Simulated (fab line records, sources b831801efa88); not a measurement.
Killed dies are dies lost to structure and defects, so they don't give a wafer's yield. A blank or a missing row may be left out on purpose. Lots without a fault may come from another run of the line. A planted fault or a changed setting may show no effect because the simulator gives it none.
A struck lot beside a sound one | flow gf180mcu | 27 steps out of a route of 602
Sound: wafers L165.1, L165.5, L165.6. Struck: wafers L157.4, L157.5, L157.6. The cause comes at the end.
At each step with rows: each side's tool, then ch and its chambers, then its first start. Under that, the readings that differ: sound wafers | struck wafers | difference of the means | sigmas: that difference in standard deviations of wafers without a fault.
alike: readings whose means differ by less than 2 such deviations, and words and numbers that are the same on both sides. not compared: withheld readings, readings that some wafer has no value for, bounds like >300 that may hide the same value, and numbers for which the record gives no deviation and whose values overlap.
The two part at a step that has a row with sigmas, a row that says differs or no value, or rows on one side only. Numbers that don't overlap but have no deviation are shown without sigmas and don't part them. A reading that every wafer of one side lacks parts them only if that side has two wafers or more.

first, 3 steps without rows for these wafers: GF_STI_WET_ETCH_27 (etches Si3N4 in H3PO4, target depth 160 nm, time 1825 s); GF_STI_WET_ETCH_28 (etches SiO2 in dHF, target depth 20 nm, time 40 s); GF_STI_OXIDATION_29 (stabilise 600 s, purge 300 s, target thk 10 nm).
GF_STI_THK_MEAS_30:
  sound on film_metro-02, day 5 11:17; struck on film_metro-04, day 3 18:59
  alike: STI_OXIDATION_02_THK
then, 8 steps without rows for these wafers: GF_DNWELL_DEHYDRATE_00 (time 60 s); GF_DNWELL_HMDS_01 (prime time 60 s); GF_DNWELL_COAT_02 (resist thk 3000 nm); GF_DNWELL_SOFTBAKE_03; GF_DNWELL_EXPOSE_04 (exposes mask DNWELL, target cd 1700 nm); GF_DNWELL_PEB_05; GF_DNWELL_DEVELOP_06 (develop time 60 s); GF_DNWELL_IMPLANT_07.
GF_DNWELL_STRIP_08: strips in O2/N2.
  sound on plasma_asher-01 ch 0,1, day 6 01:51; struck on plasma_asher-01 ch 0,1, day 4 08:08
  no value came back on the struck wafers for any of 5 readings (chamber_pressure_mTorr (mTorr), drypump_motor_current_A (A) and others); on the sound wafers chamber_pressure_mTorr (mTorr) reads 1500.7 1499.3 1499.6
  reading                                  | sound | struck         | difference | sigmas
  model.coat_of_DNWELL_COAT_02.thk_nm (nm) | 0 0 0 | 3004 3011 2998 | +3004      |
  not compared: rf_hours_counter_h
GF_DNWELL_TW_MEAS_09:
  sound on film_metro-04, day 6 01:57; struck on film_metro-03, day 4 08:14
  alike: DNWELL_TW
then, 7 steps without rows for these wafers: GF_NWELL_DEHYDRATE_00 (time 60 s); GF_NWELL_HMDS_01 (prime time 60 s); GF_NWELL_COAT_02 (resist thk 3000 nm); GF_NWELL_SOFTBAKE_03; GF_NWELL_EXPOSE_04 (exposes mask Nwell, target cd 860 nm); GF_NWELL_PEB_05; GF_NWELL_DEVELOP_06 (develop time 60 s).
GF_NWELL_OVL_MEAS_07:
  sound on overlay-02, day 6 17:37; struck on overlay-01, day 4 21:24
  alike: NWELL_OVL
then, 2 steps without rows for these wafers: GF_NWELL_IMPLANT_08; GF_NWELL_IMPLANT_09.
GF_NWELL_STRIP_10: strips in O2/N2.
  sound on plasma_asher-02 ch 0,1, day 6 17:57; struck on plasma_asher-02 ch 0,1, day 4 21:45
  reading                      | sound             | struck            | difference | sigmas
  oes_product_au (a.u.)        | 0.721 0.720 0.718 | 0.739 0.739 0.747 | +0.022     | +5
  strip_time_to_endpoint_s (s) | 36.98 37.01 36.98 | 81.22 81.36 81.15 | +44.25     | +99 or more
  alike: chamber_pressure_mTorr, drypump_motor_current_A, heater_power_w
  not compared: rf_hours_counter_h
GF_NWELL_TW_MEAS_11:
  sound on film_metro-01, day 6 18:03; struck on film_metro-04, day 4 21:51
  reading  | sound          | struck   | difference | sigmas
  NWELL_TW | 1565 1568 1568 | 30 30 30 | -1537      | -99 or more
then, 1 step without rows for these wafers: GF_LVPWELL_DEHYDRATE_00 (time 60 s).

WHERE THEY PART
First at GF_DNWELL_STRIP_08; last, within this record, at GF_NWELL_TW_MEAS_11.

WHY: what the simulator had put in
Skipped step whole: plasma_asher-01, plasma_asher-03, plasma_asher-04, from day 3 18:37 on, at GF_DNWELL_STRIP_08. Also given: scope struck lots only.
